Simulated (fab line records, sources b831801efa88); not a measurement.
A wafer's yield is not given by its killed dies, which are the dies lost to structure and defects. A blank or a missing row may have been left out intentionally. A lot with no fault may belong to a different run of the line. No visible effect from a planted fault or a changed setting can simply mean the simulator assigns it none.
Which tool did it?    flow sfq-line    42 wafers from 14 lots sampled at 7 of the route's 325 steps

== WHAT THE GAUGES SHOWED, per wafer ==
SFQ_L0_RS_MEAS_901: measurement is done with a four-point probe.
lot   measured     on             L0_MONX_KI_RS (ohm/sq)
L794  day 1 12:36  film-metro-02  44.0 44.0 43.8
L795  day 1 17:36  film-metro-02  43.2 43.2 43.0
L796  day 1 22:34  film-metro-04  44.1 43.4 43.9
L797  day 2 03:48  film-metro-02  21.5 21.4 21.6
L801  day 2 23:36  film-metro-03  43.3 43.0 42.9
L802  day 3 04:35  film-metro-03  42.8 43.0 43.2
L807  day 4 05:52  film-metro-02  22.0 21.9 21.9
L809  day 4 15:36  film-metro-03  44.1 43.9 44.2
L810  day 4 20:36  film-metro-02  43.5 43.4 43.5
L812  day 5 06:35  film-metro-02  43.0 43.1 43.2
L813  day 5 11:35  film-metro-02  43.4 43.9 43.8
L814  day 5 16:34  film-metro-02  42.6 43.2 43.0
L815  day 5 21:36  film-metro-03  43.4 43.5 43.5
L817  day 6 07:34  film-metro-04  43.0 43.5 43.5

SFQ_L0_THK_MEAS_902: measures by xrf.
lot   measured     on             L0_MONX_KI_THK (nm)
L794  day 1 12:42  film-metro-02  39.2 38.8 39.2
L795  day 1 17:42  film-metro-02  39.6 39.8 39.8
L796  day 1 22:41  film-metro-04  38.9 39.4 38.9
L797  day 2 03:55  film-metro-02  80.1 80.7 80.1
L801  day 2 23:42  film-metro-03  39.2 39.8 39.9
L802  day 3 04:41  film-metro-03  39.7 39.6 39.5
L807  day 4 05:57  film-metro-02  78.5 78.3 78.5
L809  day 4 15:42  film-metro-03  39.0 39.1 38.9
L810  day 4 20:42  film-metro-02  39.5 39.7 39.6
L812  day 5 06:41  film-metro-02  40.3 40.0 39.9
L813  day 5 11:41  film-metro-02  39.5 39.3 39.4
L814  day 5 16:41  film-metro-02  40.4 39.8 39.9
L815  day 5 21:42  film-metro-03  39.4 39.6 39.6
L817  day 6 07:41  film-metro-04  39.9 39.7 39.1

SFQ_M1_OVL_MEAS_911.
lot   measured      on          M1_OVL (nm)
L794  day 24 04:41  overlay-01  5 4 0
L795  day 24 11:53  overlay-01  1 -7 -2
L796  day 24 21:23  overlay-01  -10 5 -9
L797  day 25 10:35  overlay-02  2 5 0
L801  day 27 18:02  overlay-01  6 4 -3
L802  day 28 12:02  overlay-01  -2 -1 -10
L807  day 30 10:21  overlay-02  -17 -15 -17
L809  day 31 01:56  overlay-01  -6 -6 -6
L810  day 31 15:08  overlay-01  1 7 10
L812  day 31 22:20  overlay-01  -3 0 -7
L813  day 32 17:40  overlay-02  -13 -12 -5
L814  day 32 22:35  overlay-02  9 -2 0
L815  day 33 13:00  overlay-02  -14 -6 -4
L817  day 34 09:38  overlay-01  1 -1 -2

SFQ_I3_BOW_MEAS_922.
lot   measured      on             I3_BOW (um)
L794  day 43 15:14  film-metro-03  1 0 7
L795  day 44 05:36  film-metro-03  2 13 0
L796  day 44 21:17  film-metro-04  -10 5 8
L797  day 45 06:53  film-metro-04  14 2 -8
L801  day 46 18:14  film-metro-04  -2 -11 -10
L802  day 48 18:53  film-metro-03  -3 -1 9
L807  day 50 02:08  film-metro-02  -9 3 7
L809  day 50 15:55  film-metro-02  16 24 7
L810  day 51 08:07  film-metro-04  13 17 9
L812  day 51 22:28  film-metro-02  -2 2 -6
L813  day 52 11:05  film-metro-02  7 10 11
L814  day 52 16:27  film-metro-03  -4 -4 1
L815  day 52 17:07  film-metro-04  7 2 11
L817  day 52 20:04  film-metro-04  -9 -2 -7

== WHICH TOOL RAN EACH LOT (tool, then ch and the chambers of the sampled wafers, then the start) ==
lot   SFQ_TRILAYER_L0_DEP_SPUTTER_003  SFQ_TRILAYER_L0_ETCH_METAL_ETCH_008  SFQ_TRILAYER_I0_CMP_CMP_028
L794  pvd-sputter-03, day 1 12:29      rie-metal-01 ch 0,1, day 3 22:34     cmp-02 ch 2,3, day 11 23:46
L795  pvd-sputter-04, day 1 17:29      rie-metal-04 ch 0,1, day 4 06:56     cmp-02 ch 0,3, day 12 03:16
L796  pvd-sputter-04, day 1 22:29      rie-metal-04 ch 0,1, day 4 12:54     cmp-01 ch 1,2,3, day 12 08:33
L797  pvd-sputter-03, day 2 03:29      rie-metal-01 ch 0,1, day 4 19:37     cmp-01 ch 0,2,3, day 12 15:03
L801  pvd-sputter-04, day 2 23:29      rie-metal-04 ch 0,1, day 6 03:53     cmp-01 ch 1,2, day 14 20:59
L802  pvd-sputter-04, day 3 04:29      rie-metal-01 ch 0, day 6 09:52       cmp-02 ch 0,1,3, day 15 09:00
L807  pvd-sputter-05, day 4 05:29      rie-metal-01 ch 0,1, day 7 10:38     cmp-02 ch 0,3, day 16 22:28
L809  pvd-sputter-05, day 4 15:29      rie-metal-02 ch 0,1, day 7 20:14     cmp-02 ch 1,2,3, day 17 16:25
L810  pvd-sputter-05, day 4 20:29      rie-metal-02 ch 0,1, day 8 04:38     cmp-01 ch 2,3, day 18 06:26
L812  pvd-sputter-04, day 5 06:29      rie-metal-01 ch 0,1, day 8 20:28     cmp-02 ch 0,1,3, day 18 22:22
L813  pvd-sputter-05, day 5 11:29      rie-metal-02 ch 0, day 9 02:29       cmp-02 ch 0,1,3, day 19 05:07
L814  pvd-sputter-03, day 5 16:29      rie-metal-01 ch 0,1, day 9 09:58     cmp-02 ch 0,1,3, day 19 19:28
L815  pvd-sputter-03, day 5 21:29      rie-metal-02 ch 0,1, day 9 15:59     cmp-01 ch 0,1,3, day 20 15:16
L817  pvd-sputter-05, day 6 07:29      rie-metal-01 ch 0,1, day 10 04:06    cmp-01 ch 0,1,3, day 21 08:45
- SFQ_TRILAYER_L0_DEP_SPUTTER_003: material MoNx KI, target thk 40 nm, time 100 s.
- SFQ_TRILAYER_L0_ETCH_METAL_ETCH_008: etches MoNx KI in SF6/O2, stops on SiO2, target depth 50 nm, time 25 s.
- SFQ_TRILAYER_I0_CMP_CMP_028: polishes SiO2.

== AS READ BY THE TOOLS THEMSELVES (means over the sampled wafers that have a number; for cases with no such wafer, the mark the record gives instead) ==
SFQ_TRILAYER_L0_DEP_SPUTTER_003.
lot   tool            throttle-valve-pct (%)
L794  pvd-sputter-03  30.8
L795  pvd-sputter-04  29.9
L796  pvd-sputter-04  29.5
L797  pvd-sputter-03  30.0
L801  pvd-sputter-04  29.8
L802  pvd-sputter-04  29.8
L807  pvd-sputter-05  30.1
L809  pvd-sputter-05  30.1
L810  pvd-sputter-05  29.6
L812  pvd-sputter-04  29.0
L813  pvd-sputter-05  29.7
L814  pvd-sputter-03  30.0
L815  pvd-sputter-03  30.7
L817  pvd-sputter-05  30.0

SFQ_TRILAYER_L0_ETCH_METAL_ETCH_008.
lot   tool          bias-w (W)  drypump-motor-current-A (A)  oes-product-au (a.u.)
L794  rie-metal-01  79.91       5.74                         0.869
L795  rie-metal-04  80.18       5.22                         0.879
L796  rie-metal-04  79.98       5.23                         0.871
L797  rie-metal-01  80.00       5.75                         0.996
L801  rie-metal-04  80.08       5.21                         0.880
L802  rie-metal-01  79.98       5.80                         0.881
L807  rie-metal-01  80.04       5.78                         1.004
L809  rie-metal-02  79.97       5.91                         0.868
L810  rie-metal-02  80.07       5.93                         0.872
L812  rie-metal-01  79.92       5.79                         0.877
L813  rie-metal-02  80.17       5.97                         0.874
L814  rie-metal-01  80.01       5.76                         0.884
L815  rie-metal-02  80.10       5.82                         0.877
L817  rie-metal-01  79.88       5.78                         0.875

SFQ_TRILAYER_I0_CMP_CMP_028.
lot   tool    motor-current-A (A)  time-to-endpoint-s (s)
L794  cmp-02  10.7                 217
L795  cmp-02  11.1                 216
L796  cmp-01  10.1                 202
L797  cmp-01  10.9                 218
L801  cmp-01  9.6                  214
L802  cmp-02  11.2                 211
L807  cmp-02  10.9                 217
L809  cmp-02  11.3                 217
L810  cmp-01  10.6                 207
L812  cmp-02  11.3                 212
L813  cmp-02  11.1                 223
L814  cmp-02  11.1                 220
L815  cmp-01  10.1                 219
L817  cmp-01  10.3                 216

== THE ANSWER, worked out from the rows above alone ==
Rule: usual is defined by the lots themselves. The widest of any qualifying gaps counts: lots, ordered by their means at a reading, are off when they make up no more than a third of the lots, leave a main group of 4 or more, and stand apart from it by 3 or more times the standard deviation of that group's means. A main group is skipped when, at the precision printed for the reading in the tables above, its means are all equal. Also off: a lot with no number at a reading for which 4 or more lots have one. The other lots that the step has rows for count as sound. The gauges are gone through in route order, then the tools' own readings, and for those a lot's mean is taken as printed above. The first step at which some lot is off is used, and at that step the reading that is off furthest; a lot without a number counts as furthest.
Off: L797, L807, seen at SFQ_L0_RS_MEAS_901 (L0_MONX_KI_RS). Mean 43.4 ohm/sq and standard deviation 0.37 in the main group.
A tool fits if, at a process step before that reading, it ran every lot that is off, and no sound lot after the first of them. The gauges at SFQ_L0_RS_MEAS_901 aren't tried: what is off there is off at SFQ_TRILAYER_L0_ETCH_METAL_ETCH_008 too, on other tools, and a gauge's error can't cause that. Not one of the candidates tried fits.

== WHAT THE SIMULATOR PUT IN ==
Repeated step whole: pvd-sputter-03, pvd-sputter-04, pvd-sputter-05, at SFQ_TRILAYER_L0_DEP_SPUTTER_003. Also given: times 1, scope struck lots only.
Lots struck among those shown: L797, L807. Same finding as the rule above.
